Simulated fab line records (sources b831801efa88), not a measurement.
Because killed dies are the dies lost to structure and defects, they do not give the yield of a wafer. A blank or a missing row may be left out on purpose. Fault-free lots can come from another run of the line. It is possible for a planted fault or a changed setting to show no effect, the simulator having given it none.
fab line records | flow sky130
record: lots: 5 | wafers: 15 | last-day: 50
route steps=708 shown CAPM@547
lots with no fault: from the same line, run without faults
start-h: hours from the record's first day to the start of the lot's first wafer shown | wait-h: hours from the lot's prior step to this one | " as in the row above | L1.1+2: several wafers, shown together as one row | - no value present, or no start provided | * or withheld: withheld | < > ~ a bound
route shown NAME@n: names a module that has steps shown in the file, with the first one's number in the route | usual: mean/standard deviation of fault-free wafers | same: alike in all rows | chamber/n: place in a boat | sites: per-site readings | _std_site: the standard deviation of these | _edge_site: the outer-site mean with the inner-site mean subtracted | radius-mm: for every site, how far away it sits from the centre of the wafer | mask NAME#n: copy n | behind: tool/chamber where the wafer was last shaped | hold: why the lot went on hold/how many hours it stayed there/how the hold came to an end | device: the transistor (n, p or np) that didn't switch | end of line: the tests these same wafers got at the end of their route | for a step that has no rows: nothing shown but its recipe | killed: dies that structure and defects cost at the first sort, which is not the same as the wafer's yield | map: shows each die of a wafer: x if killed, . if not, _ if none is there
set.NAME: the setting as run; set.NAME@STEP: as run at that earlier step | model.NAME: the simulator's own value behind a step, which no gauge read
lots seen at some steps along the route; tables by step, rows by wafer
services: a tool's chamber out of use, with start hour (start-h, from the record's first day; less than 0 if before it), hours out, and reason
== steps ==
step: SKY_CAPM_PEB_10
recipe: temp-c: withheld | time-s: * | resist: NOVOLAK
lot.wafer  | tool           | chamber | start-h | wait-h
L075.1+2+4 | litho-track-04 | 0       | -       | -
L084.3+4+5 | litho-track-04 | 0       | -       | -
L093.2+5+6 | litho-track-03 | 0       | -       | -
L096.1+2+3 | litho-track-04 | 0       | -       | -
L097.2+3+6 | litho-track-04 | 0       | -       | -
step: SKY_CAPM_DEVELOP_11
recipe: resist: NOVOLAK | developer: TMAH | develop-time-s: 60 | dev-temp-c: 23
lot.wafer  | tool           | chamber | start-h | wait-h
L075.1+2+4 | litho-track-04 | 0       | 894.99  | 0.1
L084.3+4+5 | litho-track-04 | 0       | 951.19  | 0.1
L093.2+5+6 | litho-track-03 | 0       | 1010.20 | 0.1
L096.1+2+3 | litho-track-04 | 0       | 1032.29 | 0.1
L097.2+3+6 | litho-track-04 | 0       | 1034.11 | 0.1
step: SKY_CAPM_OVL_MEAS_12
usual: CAPM_OVL: 1.4/1.5
lot.wafer | tool       | chamber | start-h | wait-h | CAPM_OVL[nm]
L075.1    | overlay-01 | -       | 895.14  | 0.1    | 0.8
L075.2    | "          | -       | "       | "      | 0.4
L075.4    | "          | -       | "       | "      | 2.0
L084.3    | overlay-01 | -       | 951.30  | 0.1    | 1.5
L084.4    | "          | -       | "       | "      | 2.2
L084.5    | "          | -       | "       | "      | 2.3
L093.2    | overlay-02 | -       | 1010.33 | 0.1    | 3.0
L093.5    | "          | -       | "       | "      | 1.0
L093.6    | "          | -       | "       | "      | 1.7
L096.1    | overlay-02 | -       | 1032.44 | 0.1    | 2.1
L096.2    | "          | -       | "       | "      | 1.1
L096.3    | "          | -       | "       | "      | -0.5
L097.2    | overlay-01 | -       | 1034.24 | 0.1    | 3.0
L097.3    | "          | -       | "       | "      | 4.0
L097.6    | "          | -       | "       | "      | 1.8
step: SKY_CAPM_METAL_ETCH_13
recipe: target-depth-nm: 220 | stop-on: SiO2 | chemistry: Cl2/BCl3 | target: TiN | pressure-mtorr: 10 | icp-w: 900 | bias-w: 48.5 | Cl2_flow_sccm: 60 | bcl3-flow-sccm: 30 | time-s: 62.9
usual: drypump-motor-current-A: 5.8/0.3 | he-backside-leak-sccm: 3.34/0.17 | oes-product-au: 0.940/0.0087 | throttle-valve-pct: 21.903/0.0093
lot.wafer | tool         | chamber | start-h | wait-h | drypump-motor-current-A | he-backside-leak-sccm | oes-product-au | rf-hours-counter-h | throttle-valve-pct
L075.1    | rie-metal-04 | 1       | 895.17  | 0.0    | 5.7                     | 3.43                  | 0.941          | 2                  | 21.900
L075.2    | "            | 0       | "       | "      | 6.1                     | 3.61                  | 0.935          | 7                  | 21.917
L075.4    | "            | 1       | "       | "      | 5.7                     | 3.58                  | 0.927          | -                  | 21.904
L084.3    | rie-metal-04 | 1       | 951.35  | 0.0    | 5.7                     | 3.32                  | 0.938          | -                  | 21.904
L084.4    | "            | 0       | "       | "      | 6.1                     | 3.50                  | 0.939          | -                  | 21.903
L084.5    | "            | 0       | "       | "      | 6.1                     | 3.56                  | 0.931          | -                  | 21.900
L093.2    | rie-metal-04 | 1       | 1010.39 | 0.0    | 5.7                     | 3.48                  | 0.924          | -                  | 21.902
L093.5    | "            | 1       | "       | "      | 5.7                     | 3.33                  | 0.918          | -                  | 21.913
L093.6    | "            | 1       | "       | "      | 5.7                     | 3.43                  | 0.931          | -                  | 21.894
L096.1    | rie-metal-04 | 1       | 1032.47 | 0.0    | 5.7                     | 3.33                  | 0.939          | 11                 | 21.900
L096.2    | "            | 1       | "       | "      | 5.7                     | 3.41                  | 0.934          | -                  | 21.909
L096.3    | "            | 1       | "       | "      | 5.7                     | 3.41                  | 0.926          | -                  | 21.914
L097.2    | rie-metal-04 | 1       | 1034.30 | 0.0    | 5.7                     | 3.17                  | 0.943          | -                  | 21.926
L097.3    | "            | 1       | "       | "      | 5.7                     | 3.20                  | 0.945          | -                  | 21.900
L097.6    | "            | 1       | "       | "      | 5.7                     | 3.25                  | 0.938          | -                  | 21.898
step: SKY_CAPM_STRIP_14
recipe: chemistry: O2/N2 | power-w: 1400 | pressure-mtorr: 1500 | platen-temp-c: withheld | o2-flow-sccm: 3000 | n2-flow-sccm: 300 | overash-fraction: 0.5
usual: drypump-motor-current-A: 5.9/0.41 | n2-flow-sccm: 300.1/0.99 | oes-product-au: 0.710/0.004 | strip-time-to-endpoint-s: 12.63/0.047
lot.wafer | tool            | chamber | start-h | wait-h | drypump-motor-current-A | n2-flow-sccm | oes-product-au | rf-hours-counter-h | strip-time-to-endpoint-s
L075.1    | plasma-asher-01 | 1       | 895.25  | 0.1    | 5.4                     | 299.6        | 0.712          | 74                 | 12.60
L075.2    | "               | 0       | "       | "      | 6.1                     | 299.9        | 0.709          | 74                 | 12.58
L075.4    | "               | 1       | "       | "      | 5.4                     | 300.6        | 0.708          | -                  | 12.66
L084.3    | plasma-asher-04 | 0       | 951.44  | 0.1    | 5.3                     | 298.3        | 0.715          | -                  | 12.66
L084.4    | "               | 1       | "       | "      | 6.3                     | 301.0        | 0.708          | -                  | 12.66
L084.5    | "               | 1       | "       | "      | 6.3                     | 299.6        | 0.709          | -                  | 12.67
L093.2    | plasma-asher-04 | 1       | 1010.52 | 0.1    | 6.3                     | 300.7        | 0.710          | 31                 | 12.68
L093.5    | "               | 0       | "       | "      | 5.4                     | 298.8        | 0.712          | -                  | 12.69
L093.6    | "               | 1       | "       | "      | 6.3                     | 302.3        | 0.711          | -                  | 12.69
L096.1    | plasma-asher-03 | 1       | 1032.63 | 0.1    | 5.8                     | 300.8        | 0.707          | 112                | 12.69
L096.2    | "               | 0       | "       | "      | 6.3                     | 298.7        | 0.708          | 112                | 12.65
L096.3    | "               | 0       | "       | "      | 6.3                     | 298.7        | 0.707          | -                  | 12.64
L097.2    | plasma-asher-01 | 1       | 1034.43 | 0.1    | 5.4                     | 300.6        | 0.716          | 88                 | 12.62
L097.3    | "               | 1       | "       | "      | 5.4                     | 300.3        | 0.713          | -                  | 12.64
L097.6    | "               | 0       | "       | "      | 6.1                     | 299.7        | 0.710          | -                  | 12.65
step: SKY_CAPM_STRIP_15
recipe: chemistry: post-etch-residue-remover | time-s: 1200 | temp-c: 72.5
lot.wafer  | tool         | chamber | start-h | wait-h
L075.1+2+4 | wet-bench-03 | 2       | 895.35  | 0.1
L084.3+4+5 | wet-bench-02 | 0       | 951.50  | 0.0
L093.2+5+6 | wet-bench-03 | 3       | 1010.62 | 0.1
L096.1+2+3 | wet-bench-04 | 2       | 1032.73 | 0.1
L097.2+3+6 | wet-bench-04 | 3       | 1034.53 | 0.1
step: SKY_CAPM_CLEAN_16
recipe: chemistry: IPA | time-s: 180 | temp-c: 25
lot.wafer  | tool         | chamber | start-h | wait-h
L075.1+2+4 | wet-bench-02 | 3       | 895.69  | 0.0
L084.3+4+5 | wet-bench-03 | 2       | 951.84  | 0.0
L093.2+5+6 | wet-bench-02 | 1       | 1010.96 | 0.0
L096.1+2+3 | wet-bench-02 | 0       | 1033.14 | 0.0
L097.2+3+6 | wet-bench-04 | 3       | 1034.97 | 0.0
== services ==
tool            | chamber | start-h | hours | kind
plasma-asher-01 | -       | 871.00  | 14.6  | pm
wet-bench-04    | -       | 897.80  | 1.5   | repair
plasma-asher-03 | -       | 914.57  | 0.8   | repair
plasma-asher-03 | -       | 935.23  | 17.4  | pm
plasma-asher-04 | -       | 938.03  | 1.4   | repair
rie-metal-04    | 0       | 940.30  | 5.4   | repair
rie-metal-04    | -       | 946.78  | 2.8   | pm
rie-metal-04    | 0       | 958.20  | 21.6  | repair
wet-bench-03    | -       | 959.93  | 2.4   | repair
wet-bench-02    | -       | 960.63  | 5.6   | repair
wet-bench-03    | -       | 970.77  | 6.0   | repair
plasma-asher-03 | -       | 988.46  | 0.7   | repair
rie-metal-04    | -       | 1004.79 | 0.5   | repair
rie-metal-04    | 0       | 1005.76 | 17.6  | repair
rie-metal-04    | 0       | 1030.76 | 15.4  | repair
== key ==
fault none
